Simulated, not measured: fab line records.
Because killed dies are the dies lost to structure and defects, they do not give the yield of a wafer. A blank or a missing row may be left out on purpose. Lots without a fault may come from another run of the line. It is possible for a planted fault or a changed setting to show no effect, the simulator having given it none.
Chamber matching ; flow gf180mcu ; 4 sister chambers for GF_CONTACT_CMP_27 on cmp-01
The step polishes, stops on SiO2, t overpolish 15 s, target thk 0 nm. 14 wafers are shown with their chamber, then 6 later ones without.

== WAFERS, EACH WITH ITS CHAMBER ==
wafer;chamber;motor current A (A);slurry flow ml min;time to endpoint s (s)
L659.1;1;9.4;149.9;71.5
L659.3;0;9.7;149.7;70.6
L659.4;3;11.0;150.0;73.4
L660.1;3;10.6;150.2;78.9
L660.3;0;9.7;149.5;75.3
L660.6;1;9.0;150.7;73.7
L662.2;0;9.3;150.2;68.9
L662.3;2;12.7;150.3;76.5
L662.6;1;9.4;150.4;74.6
L665.1;1;9.4;149.9;74.9
L665.2;2;12.4;150.5;74.0
L665.3;0;10.2;149.5;69.6
L668.1;3;10.8;150.7;75.4
L668.4;1;9.4;150.0;77.4

SIGNATURES (means of the wafers above)
reading;chamber 0;chamber 1;chamber 2;chamber 3;scatter within a chamber
motor current A;9.725;9.320;12.550;10.800;0.257
slurry flow ml min;149.725;150.180;150.400;150.300;0.334
time to endpoint s;71.100;74.420;75.250;75.900;2.49
Rule: for each reading, subtract the chamber's mean from the wafer's reading, divide by that reading's scatter and square the result; add these up over the readings and take the root, which gives the wafer's distance from the chamber. The wafer belongs to the nearest chamber; if the next one is less than 2 further off, it can't be placed. The scatter: take each reading less its chamber's mean, square it, sum over the shown wafers, divide by the number of wafers less the number of chambers, and take the root.

== WAFERS MISSING THEIR CHAMBER ==
wafer;motor current A (A);slurry flow ml min;time to endpoint s (s)
L670.3;12.6;150.7;76.9
L670.4;9.5;150.0;71.7
L670.6;9.5;149.5;73.4
L671.1;10.5;149.6;76.8
L671.5;12.6;150.3;75.7
L671.6;11.1;149.5;77.1

== THE CHAMBER EACH PASSED THROUGH ==
wafer;from the rows above;in truth
L670.3;2;2
L670.4;can't be placed: 0 or 1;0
L670.6;can't be placed: 0 or 1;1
L671.1;can't be placed: 3 or 0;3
L671.5;2;2
L671.6;3;3
3 of 6 placed correctly. From these rows, 3 cannot be placed; in 3 the true chamber is one of the candidates. 0 placed wrongly.
